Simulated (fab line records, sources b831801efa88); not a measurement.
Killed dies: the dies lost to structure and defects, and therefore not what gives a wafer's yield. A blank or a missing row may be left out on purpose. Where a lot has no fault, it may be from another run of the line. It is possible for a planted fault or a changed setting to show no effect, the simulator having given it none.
A struck lot beside a sound one | flow sky130 | 16 out of 708 route steps
Sound: the wafers L644.1, L644.3, L644.5. The struck wafers were L648.3, L648.4, L648.5. At the end, the cause is stated.
Each step with rows lists, per side, the tool, then ch with its chambers, then its first start. Under that, the readings that differ: sound wafers | struck wafers | difference of the means | sigmas: that difference in standard deviations of wafers without a fault.
alike: readings with means less than 2 such deviations apart, plus words and numbers identical on both sides. not compared: withheld readings, readings lacking a value on some wafer, bounds such as >300 that could conceal the same value, and numbers that have no deviation in the record and whose values overlap.
A row with sigmas, a row that says differs or no value, or rows on one side alone: a step with any of these is where the two part. Numbers that have no deviation but don't overlap get no sigmas and don't part them. A reading missing from all wafers of one side parts the sides only when that side holds two or more wafers.

first, 2 steps without rows for these wafers: SKY_VT_ADJUST_PCH_PEB_05; SKY_VT_ADJUST_PCH_DEVELOP_06 (develop time 60 s).
SKY_VT_ADJUST_PCH_OVL_MEAS_07:
  sound on overlay-02 at day 11 19:49; struck on overlay-01 at day 13 03:28
  alike: VT_ADJUST_PCH_OVL
then, 1 step without rows for these wafers: SKY_VT_ADJUST_PCH_IMPLANT_08.
SKY_VT_ADJUST_PCH_STRIP_09: strips in O2/N2.
  sound on plasma asher-02 ch 0,1, day 11 20:00; struck on plasma asher-03 ch 0,1, day 13 03:41
  alike: drypump motor current A, oes product au, strip time to endpoint s
  not compared: rf hours counter h
SKY_VT_ADJUST_PCH_TW_MEAS_10:
  sound on film metro-03 at day 11 20:06; struck on film metro-02 at day 13 03:46
  alike: VT_ADJUST_PCH_TW
then, 6 steps without rows for these wafers: SKY_SONOS_TUNNEL_DEHYDRATE_00 (time 60 s); SKY_SONOS_TUNNEL_HMDS_01 (prime time 60 s); SKY_SONOS_TUNNEL_COAT_02 (resist thk 1140 nm); SKY_SONOS_TUNNEL_SOFTBAKE_03 (time 60 s); SKY_SONOS_TUNNEL_EXPOSE_04 (exposes mask TUNM, target cd 410 nm); SKY_SONOS_TUNNEL_PEB_05.
SKY_SONOS_TUNNEL_DEVELOP_06: develop time 60 s.
  sound on litho track-02 ch 0, day 12 19:58; struck on litho track-01 ch 0, day 14 04:22
  reading              | sound             | struck            | difference | sigmas
  developer temp C (C) | 22.94 22.83 22.89 | 20.62 20.76 20.65 | -2.21      | -18
SKY_SONOS_TUNNEL_CD_MEAS_07 targets a cd of 410 nm.
  sound on cd sem-02 at day 12 20:07; struck on cd sem-02 at day 14 04:30
  reading    | sound             | struck            | difference | sigmas
  cd nm (nm) | 409.6 410.6 410.7 | 420.4 420.0 423.4 | +11.0      | +5
SKY_SONOS_TUNNEL_OVL_MEAS_08:
  sound on overlay-01 at day 12 20:14; struck on overlay-01 at day 14 04:35
  alike: SONOS_TUNNEL_OVL
-- a jump in the record: the struck wafers' starts before and after are 34 days apart (it breaks off in module SONOS_TUNNEL and resumes in module PAD_OPEN, where the first step shown is number 708 of the route) --
SKY_PAD_OPEN_PROBE_99:
  sound on prober-02 at day 46 22:03; struck on prober-02 at day 47 20:38
  alike: killed_at_M0_to_M3, killed_at_M4_up, killed at contacts, killed at front end, killed at other, killed dies, killed open, killed short

WHERE THEY PART
Earliest at SKY_SONOS_TUNNEL_DEVELOP_06; latest, in this record, at SKY_SONOS_TUNNEL_CD_MEAS_07. Later steps at which nothing parts them and some readings are alike: SKY_SONOS_TUNNEL_OVL_MEAS_08, SKY_PAD_OPEN_PROBE_99.

WHY: the cause the simulator had injected
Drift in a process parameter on litho track-01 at SKY_SONOS_TUNNEL_DEVELOP_06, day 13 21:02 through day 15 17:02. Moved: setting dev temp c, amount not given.
